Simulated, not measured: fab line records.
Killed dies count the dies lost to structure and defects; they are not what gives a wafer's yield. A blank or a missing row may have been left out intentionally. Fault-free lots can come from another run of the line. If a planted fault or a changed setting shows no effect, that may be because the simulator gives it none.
fab line records    flow sky130
record lots=12  wafers=36  lastDay=50
route steps=708 shown RES_XHIGH@340 VIA4@657 PASSIVATION@681 PAD_OPEN@702
lots with no fault: from the same line, run without faults
startH: start of the lot's first displayed wafer, in hours after the record's first day    waitH: hours since the lot's step before    " the same as in the row above    L1.1+2: a single row standing in for several wafers    - either no value or no given start    * or withheld: withheld    < > ~ a bound
route shown NAME@n: names a module that has steps shown in the file, with the first one's number in the route    usual: mean and standard deviation over wafers with no fault    same: alike in all rows    chamber/n: place in a boat    sites: per-site readings    _std_site: their standard deviation    _edge_site: the outer-site mean with the inner-site mean subtracted    radiusMm: how far each site lies from the wafer's centre    mask NAME#n: copy n    behind: the last tool/chamber to shape the wafer    hold: the reason the lot was held/the length of the hold in hours/how it ended    device: names the non-switching transistor (n, p or np)    end of line: tests of these same wafers at the route's end    a step given without rows: its recipe and nothing more    killed: at the first sort, the dies lost to defects and structure; wafer yield is something else    map: a wafer's dies, x killed, . not, _ none there
set.NAME: the setting as run; set.NAME@STEP: as run at that earlier step    model.NAME: the simulator's own value behind a step, which no gauge read
steps of the route over a sample of lots; a table a step, a row a wafer
services: from which hour (startH, from the record's first day; less than 0 if before it) a tool's chamber was out of use, for how many hours, and why
## steps
# step SKY_RES_XHIGH_STRIP_08
# recipe chemistry=O2/N2  powerW=1400  pressureMtorr=1500  platenTempC=withheld  o2FlowSccm=3000  n2FlowSccm=300  overashFraction=0.5
# usual chamberPressureMTorr=1499.8/1.4  drypumpMotorCurrentA=5.7/0.33  oesProductAu=0.711/0.0046  stripTimeToEndpointS=14.25/0.034
lot.wafer  tool            chamber  startH  waitH  chamberPressureMTorr  drypumpMotorCurrentA  oesProductAu  rfHoursCounterH  stripTimeToEndpointS
L727.1     plasmaAsher-01  0        624.83  0.1    1501.5                6.3                   0.714         19               14.26
L727.3     "               0        "       "      1498.9                6.2                   0.709         -                14.22
L727.4     "               1        "       "      1498.7                5.9                   0.711         -                14.24
L728.3     plasmaAsher-01  0        639.77  0.1    1498.6                6.2                   0.710         -                14.26
L728.4     "               1        "       "      1498.9                5.9                   0.710         -                14.28
L728.6     "               0        "       "      1501.7                6.2                   0.714         -                14.26
L729.3     plasmaAsher-03  1        641.16  0.1    1501.6                5.6                   0.704         -                14.23
L729.4     "               0        "       "      1500.5                5.5                   0.711         -                14.26
L729.6     "               1        "       "      1499.2                5.6                   0.713         -                14.25
L730.4     plasmaAsher-03  1        642.11  0.1    1497.8                5.6                   0.711         -                14.27
L730.5     "               0        "       "      1499.0                5.5                   0.704         -                14.24
L730.6     "               1        "       "      1499.8                5.6                   0.706         -                14.20
L731.4     plasmaAsher-03  0        653.91  0.1    1495.8                5.5                   0.717         -                14.29
L731.5     "               0        "       "      1500.0                5.5                   0.713         -                14.27
L731.6     "               1        "       "      1499.4                5.6                   0.716         -                14.27
L734.1     plasmaAsher-04  1        688.74  0.1    1498.8                5.1                   0.709         98               14.23
L734.4     "               1        "       "      1499.4                5.1                   0.715         -                14.24
L734.5     "               1        "       "      1497.6                5.1                   0.712         -                14.24
L735.1     plasmaAsher-04  1        695.33  0.1    1499.4                5.1                   0.708         99               14.21
L735.2     "               0        "       "      1501.8                5.6                   0.721         99               14.22
L735.3     "               0        "       "      1500.3                5.6                   0.713         -                14.24
L737.1     plasmaAsher-01  1        707.63  0.1    1501.0                5.9                   0.711         27               14.25
L737.3     "               1        "       "      1499.7                5.9                   0.714         -                14.24
L737.5     "               1        "       "      1499.3                5.9                   0.719         -                14.26
L738.2     plasmaAsher-03  0        712.43  0.1    1499.9                5.5                   0.720         53               14.26
L738.4     "               0        "       "      1500.3                5.5                   0.714         -                14.24
L738.6     "               1        "       "      1499.3                5.6                   0.708         -                14.24
L747.1     plasmaAsher-03  1        779.43  0.1    1497.7                5.6                   0.717         59               14.30
L747.4     "               1        "       "      1501.0                5.6                   0.715         -                14.23
L747.6     "               1        "       "      1497.6                5.6                   0.712         -                14.23
L748.1     plasmaAsher-03  0        800.98  0.1    1501.1                5.5                   0.712         61               14.28
L748.3     "               1        "       "      1500.9                5.6                   0.712         -                14.22
L748.6     "               0        "       "      1498.3                5.5                   0.711         -                14.34
L749.2     plasmaAsher-01  0        801.08  0.1    1498.0                6.2                   0.711         36               14.30
L749.5     "               0        "       "      1499.7                6.2                   0.709         -                14.28
L749.6     "               1        "       "      1502.3                5.9                   0.711         -                14.34
# step SKY_VIA4_CVD_18
# recipe material=W  targetThkNm=505  timeS=152.14  tempC=400  pressureTorr=41.07
# usual heaterPowerW=875/97
lot.wafer  tool     chamber  startH   waitH  heaterPowerW
L727.1     cvdW-01  1        1009.64  0.1    748
L727.3     "        1        "        "      738
L727.4     "        0        "        "      891
L728.3     cvdW-01  1        1020.60  0.1    747
L728.4     "        0        "        "      897
L728.6     "        0        "        "      893
L729.3     cvdW-01  1        1024.35  0.1    764
L729.4     "        0        "        "      881
L729.6     "        0        "        "      893
L730.4     cvdW-01  0        1025.77  0.1    890
L730.5     "        0        "        "      905
L730.6     "        1        "        "      771
L731.4     cvdW-01  0        1032.57  0.1    886
L731.5     "        1        "        "      730
L731.6     "        0        "        "      898
L734.1     cvdW-02  1        1062.58  0.0    903
L734.4     "        0        "        "      1048
L734.5     "        1        "        "      880
L735.1     cvdW-01  1        1068.92  0.0    779
L735.2     "        0        "        "      892
L735.3     "        1        "        "      740
L737.1     cvdW-01  1        1077.40  0.0    757
L737.3     "        0        "        "      882
L737.5     "        1        "        "      744
L738.2     cvdW-02  0        1077.53  0.0    1041
L738.4     "        1        "        "      895
L738.6     "        0        "        "      1040
L747.1     cvdW-01  1        1131.40  0.0    750
L747.4     "        0        "        "      895
L747.6     "        0        "        "      899
L748.1     cvdW-01  1        1144.20  0.0    763
L748.3     "        1        "        "      769
L748.6     "        0        "        "      889
L749.2     cvdW-02  1        1146.05  0.0    894
L749.5     "        0        "        "      1026
L749.6     "        1        "        "      896
# step SKY_PASSIVATION_CVD_00
# recipe material=SiO2  targetThkNm=90  tempC=400  timeS=withheld  rfW=600
# usual heaterPowerW=657/90
lot.wafer  tool      chamber  startH   waitH  heaterPowerW
L727.1     pecvd-04  1        1034.05  0.0    513
L727.3     "         0        "        "      675
L727.4     "         2        "        "      667
L728.3     pecvd-01  1        1044.04  0.0    654
L728.4     "         1        "        "      637
L728.6     "         0        "        "      669
L729.3     pecvd-04  2        1048.12  0.0    633
L729.4     "         1        "        "      551
L729.6     "         0        "        "      683
L730.4     pecvd-01  1        1050.00  0.0    624
L730.5     "         0        "        "      645
L730.6     "         2        "        "      718
L731.4     pecvd-04  1        1056.77  0.0    541
L731.5     "         2        "        "      570
L731.6     "         0        "        "      759
L734.1     pecvd-01  1        1085.58  0.0    637
L734.4     "         2        "        "      821
L734.5     "         0        "        "      657
L735.1     pecvd-01  0        1091.78  0.0    670
L735.2     "         1        "        "      692
L735.3     "         2        "        "      744
L737.1     pecvd-04  1        1099.23  0.0    545
L737.3     "         2        "        "      578
L737.5     "         0        "        "      713
L738.2     pecvd-01  2        1099.52  0.0    854
L738.4     "         1        "        "      568
L738.6     "         2        "        "      861
L747.1     pecvd-01  2        1151.62  0.0    750
L747.4     "         1        "        "      613
L747.6     "         2        "        "      778
L748.1     pecvd-04  2        1163.89  0.0    599
L748.3     "         0        "        "      645
L748.6     "         2        "        "      625
L749.2     pecvd-02  0        1165.31  0.0    529
L749.5     "         1        "        "      603
L749.6     "         0        "        "      534
# step SKY_PAD_OPEN_STRIP_08
# recipe chemistry=O2/N2  powerW=1400  pressureMtorr=1500  platenTempC=withheld  overashFraction=0.7  o2FlowSccm=3000  n2FlowSccm=300
# usual chamberPressureMTorr=1499.8/1.3  drypumpMotorCurrentA=5.82/0.24  oesProductAu=0.663/0.0046  stripTimeToEndpointS=37.14/0.12
lot.wafer  tool            chamber  startH   waitH  chamberPressureMTorr  drypumpMotorCurrentA  oesProductAu  rfHoursCounterH  stripTimeToEndpointS
L727.1     plasmaAsher-01  1        1077.64  0.1    1499.1                5.90                  0.660         63               37.25
L727.3     "               0        "        "      1499.5                6.23                  0.663         -                37.16
L727.4     "               1        "        "      1499.2                5.87                  0.664         -                37.13
L728.3     plasmaAsher-03  1        1086.88  0.1    1500.9                5.58                  0.669         -                36.88
L728.4     "               0        "        "      1498.9                5.53                  0.662         -                36.90
L728.6     "               1        "        "      1498.2                5.55                  0.661         -                36.87
L729.3     plasmaAsher-02  1        1090.12  0.1    1500.2                5.72                  0.663         -                37.10
L729.4     "               0        "        "      1500.4                6.01                  0.662         -                37.13
L729.6     "               0        "        "      1498.9                5.99                  0.663         -                37.00
L730.4     plasmaAsher-03  0        1092.62  0.1    1500.5                5.50                  0.663         -                37.11
L730.5     "               1        "        "      1500.3                5.58                  0.663         -                37.09
L730.6     "               0        "        "      1501.7                5.49                  0.662         -                37.10
L731.4     plasmaAsher-02  1        1099.17  0.1    1501.2                5.73                  0.657         -                37.32
L731.5     "               0        "        "      1499.6                6.01                  0.672         -                37.24
L731.6     "               1        "        "      1502.8                5.71                  0.665         -                37.29
L734.1     plasmaAsher-01  1        1126.47  0.1    1499.4                5.85                  0.668         68               37.14
L734.4     "               0        "        "      1498.7                6.24                  0.661         -                37.24
L734.5     "               0        "        "      1500.9                6.23                  0.662         -                37.28
L735.1     plasmaAsher-02  0        1131.56  0.1    1498.6                6.00                  0.664         6                37.09
L735.2     "               1        "        "      1499.6                5.75                  0.663         6                37.08
L735.3     "               1        "        "      1499.4                5.74                  0.663         -                37.03
L737.1     plasmaAsher-02  0        1139.04  0.1    1498.9                6.00                  0.657         7                37.15
L737.3     "               0        "        "      1500.8                6.00                  0.661         -                37.16
L737.5     "               1        "        "      1498.5                5.72                  0.653         -                37.13
L738.2     plasmaAsher-03  0        1139.39  0.1    1499.1                5.48                  0.668         98               37.09
L738.4     "               0        "        "      1498.1                5.46                  0.661         -                36.92
L738.6     "               1        "        "      1501.0                5.56                  0.659         -                37.14
L747.1     plasmaAsher-03  1        1184.99  0.1    1501.4                5.56                  0.666         102              36.95
L747.4     "               0        "        "      1500.8                5.49                  0.668         -                36.91
L747.6     "               1        "        "      1500.1                5.55                  0.668         -                36.90
L748.1     plasmaAsher-01  0        1196.86  0.1    1500.5                6.23                  0.661         75               36.94
L748.3     "               1        "        "      1499.6                5.90                  0.663         -                36.99
L748.6     "               1        "        "      1499.8                5.90                  0.669         -                37.03
L749.2     plasmaAsher-01  1        1198.24  0.1    1502.1                5.88                  0.654         75               37.06
L749.5     "               1        "        "      1501.9                5.88                  0.665         -                37.13
L749.6     "               0        "        "      1499.0                6.24                  0.662         -                37.15
# step SKY_PAD_OPEN_PROBE_99
# usual killed_at_M0_to_M3=43/6.6  killed_at_M4_up=2.9/1.8  killedAtContacts=25/5.3  killedAtFrontEnd=15/4.1  killedAtOther=0.3/0.6  killedDies=86/8.8  killedOpen=47/6.7  killedShort=39/6.2
# same grossDies=492  killedAtBackSide=0
lot.wafer  tool       chamber  startH   waitH  killed_at_M0_to_M3  killed_at_M4_up  killedAtContacts  killedAtFrontEnd  killedAtOther  killedDies  killedOpen  killedShort
L747.1     prober-02  -        1187.28  0.1    36                  2                33                12                43             126         43          41
L747.4     prober-02  -        1187.43  0.2    32                  3                20                16                46             117         35          36
L747.6     prober-02  -        1187.53  0.2    41                  5                25                15                47             133         45          40
L748.1     prober-01  -        1199.09  0.1    40                  4                22                20                52             138         49          37
L748.3     prober-01  -        1199.19  0.2    49                  4                19                17                47             136         47          42
L748.6     prober-01  -        1199.34  0.2    38                  0                28                13                54             133         50          29
# killed by level:class
L747.1 RES_XHIGH:unspecified=42 CONTACT:geometricParticle:open=16 VIA1:geometricParticle:open=9 LI_CONTACT:geometricParticle:open=7 METAL2:geometricParticle:short=6 METAL1:geometricParticle:short=5 POLY_GATE:geometricParticle:short=4 LOCAL_INTERCONNECT:geometricParticle:short=4
L747.4 RES_XHIGH:unspecified=46 VIA2:geometricParticle:open=6 VIA2:geometricParticle:short=5 LI_CONTACT:geometricParticle:open=5 CONTACT:geometricParticle:open=5 VIA1:geometricParticle:open=5 LI_CONTACT:geometricParticle:short=4 LOCAL_INTERCONNECT:geometricParticle:short=4
L747.6 RES_XHIGH:unspecified=47 VIA1:geometricParticle:open=11 LI_CONTACT:geometricParticle:open=8 VIA2:geometricParticle:open=6 CONTACT:geometricParticle:open=6 FIELD_ISO:geometricParticle:short=5 CONTACT:geometricParticle:short=5 METAL1:geometricParticle:short=5
L748.1 RES_XHIGH:unspecified=51 VIA1:geometricParticle:open=10 CONTACT:geometricParticle:open=9 VIA2:geometricParticle:open=9 VIA3:geometricParticle:open=8 POLY_GATE:geometricParticle:open=5 LOCAL_INTERCONNECT:geometricParticle:short=5 CONTACT:geometricParticle:short=5
L748.3 RES_XHIGH:unspecified=47 VIA1:geometricParticle:open=11 VIA2:geometricParticle:open=9 VIA3:geometricParticle:open=8 FIELD_ISO:geometricParticle:short=6 CONTACT:geometricParticle:open=6 METAL1:geometricParticle:short=5 LOCAL_INTERCONNECT:geometricParticle:short=5
L748.6 RES_XHIGH:unspecified=54 VIA1:geometricParticle:open=13 LI_CONTACT:geometricParticle:open=8 CONTACT:geometricParticle:open=8 VIA3:geometricParticle:open=7 LOCAL_INTERCONNECT:geometricParticle:short=6 CONTACT:geometricParticle:short=5 VIA2:geometricParticle:open=4
## services
tool            chamber  startH   hours  kind
cvdW-01         0        615.15   2.2    repair
plasmaAsher-03  -        624.84   1.1    repair
plasmaAsher-03  -        645.32   2.8    pm
pecvd-01        0        707.52   4.7    repair
plasmaAsher-03  -        751.83   6.1    repair
cvdW-01         -        821.57   0.5    repair
pecvd-04        -        863.97   28.1   pm
plasmaAsher-01  -        884.76   1.9    repair
cvdW-01         -        904.00   14.0   pm
pecvd-04        -        904.84   3.1    repair
pecvd-04        -        905.90   0.7    repair
plasmaAsher-01  -        941.58   20.4   repair
cvdW-01         -        956.95   1.1    repair
pecvd-01        -        975.19   14.6   pm
cvdW-01         -        990.96   6.9    pm
plasmaAsher-03  -        993.62   0.8    repair
pecvd-01        2        1009.11  5.3    repair
plasmaAsher-03  -        1035.67  2.9    repair
cvdW-01         -        1063.37  3.0    repair
pecvd-04        -        1074.83  1.4    repair
plasmaAsher-01  -        1134.65  2.8    pm
pecvd-04        -        1146.21  0.7    repair
pecvd-04        -        1160.60  0.4    repair
cvdW-01         -        1198.21  2.8    pm
## key
firstSign step=SKY_PAD_OPEN_PROBE_99  reading=killedAtOther  direction=up  sigmas=48  usual=0.3  struck=48.2
effect step=SKY_PAD_OPEN_PROBE_99  reading=killedDies  direction=up  sigmas=5.1  usual=86  struck=130
metAt SKY_RES_XHIGH_STRIP_08
struckLots L747,L748
testerLeftOut L747,L748
notActingAt SKY_VIA4_CVD_18,SKY_PASSIVATION_CVD_00,SKY_PAD_OPEN_STRIP_08
onsetBetween 712.43 779.43
fault kind=chamberParticleSource  tool=plasmaAsher-03  chamber=-  onsetH=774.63  steps=SKY_RES_XHIGH_STRIP_08  ratePerVisitCm2=0.80875  endH=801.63
# testerLeftOut: of these lots the tester's yield and bins aren't shown, on N5 and GAA mostly nor the transistor test; their killed dies are dies lost to structure and defects alone, not to doping, threshold or leakage, so they don't give the yield
